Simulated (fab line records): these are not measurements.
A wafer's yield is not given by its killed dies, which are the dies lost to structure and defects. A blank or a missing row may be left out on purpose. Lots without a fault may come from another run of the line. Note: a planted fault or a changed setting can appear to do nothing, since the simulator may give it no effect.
8D (eight disciplines) problem report, filled in by code :: flow gf180mcu :: the parts of the form that need people (team, actions taken, sign-off) are left out

## 1. THE PROBLEM
NSD_RS at GF_PSD_RS_MEAS_14 reads a mean of 47.91 ohm/sq on 4 wafers of 3 lots; wafers without a fault read 46.19 ohm/sq with a standard deviation of 0.096. That puts it +18 standard deviations away from the usual mean.
The step: measures by four-point-probe.
Earliest sighting: wafer L388.2 on film metro-03 at day 19 23:13. The record holds 35 wafers of 12 lots with a number at this step. Rule for "out", or "out of limits": more than 4 standard deviations from the usual mean. The rest of the wafers with a number are treated as sound.

## 2. WHAT IT IS; WHAT IT IS NOT
question: which readings at this step
is: NSD_RS
is not: -

question: which lots
is: L388, L389, L391
is not: L374, L376, L377, L379, L381, L382, L392, L394, L396

question: which wafers of those lots
is: L388.2, L389.3, L391.2, L391.3
is not: L388.1, L388.4, L389.1, L391.6

question: read on which gauges
is: film metro-03
is not: film metro-01, film metro-04

question: when
is: from day 19 23:13
is not: up to then (20 sound wafers); but 11 sound wafers of L389, L391, L392, L394, L396 came after

## 3. WHAT RULES OUT EACH SUSPECT
Counting: any tool at a process step up to the reading remains a suspect provided it ran every lot that is out. Sound lots after the first of them don't rule it out here, since some wafers of a struck lot are sound.
- the gauge at GF_PSD_RS_MEAS_14: kept. All the wafers that are out were read on film metro-03, and no step on other tools shows them out.
- implanter-04 at GF_NSD_IMPLANT_10: kept. Ran every lot that is out, first one L388 (day 18 21:45); last sound lot up to then L377 (day 14 13:49).
Remaining after the count are implanter-04 at GF_NSD_IMPLANT_10 and film metro-03 at GF_PSD_RS_MEAS_14.

## 4. THE CAUSE (what the simulator had put in)
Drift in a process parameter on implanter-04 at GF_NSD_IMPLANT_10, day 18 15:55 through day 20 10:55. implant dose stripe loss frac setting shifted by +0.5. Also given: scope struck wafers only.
After counting, 2 suspects remain, this tool included.

## 5. THE EFFECT CHAIN, in route order
Rows list readings where the struck wafers' mean (over those with a number) sits beyond 3 standard deviations from the usual. Only readings for which the record gives a usual standard deviation are gone through. hours: the time from each lot's start at the first step in this table that gives one to its start at this step, as a median over the lots. sigmas: the change in usual standard deviations.
hours: 0
step: GF_NSD_STRIP_11
reading: strip time to endpoint s
usual: 22.96 s
on struck wafers: 22.79
change: -0.17
sigmas: -4.2

hours: 25
step: GF_PSD_RS_MEAS_14
reading: NSD_RS
usual: 46.19 ohm/sq
on struck wafers: 47.91
change: +1.73
sigmas: +18
Its process steps:
- GF_NSD_STRIP_11: strips in O2/N2.
Later steps that measure or inspect, where all struck wafers having a row at the step show a number for every such reading and not one has moved that far: GF_SAB_CD_MEAS_09.

## 6. HOW IT WOULD HAVE BEEN CAUGHT EARLIER
31 hours passed between the start of the fault at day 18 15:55 and the first reading out of limits at a measuring or inspecting step in this record, taken at day 19 23:13.
Among the 3 lots that are out, L391 began GF_NSD_IMPLANT_10 on implanter-04 after day 19 23:13. Had the tool been put on hold then, it would have been spared.
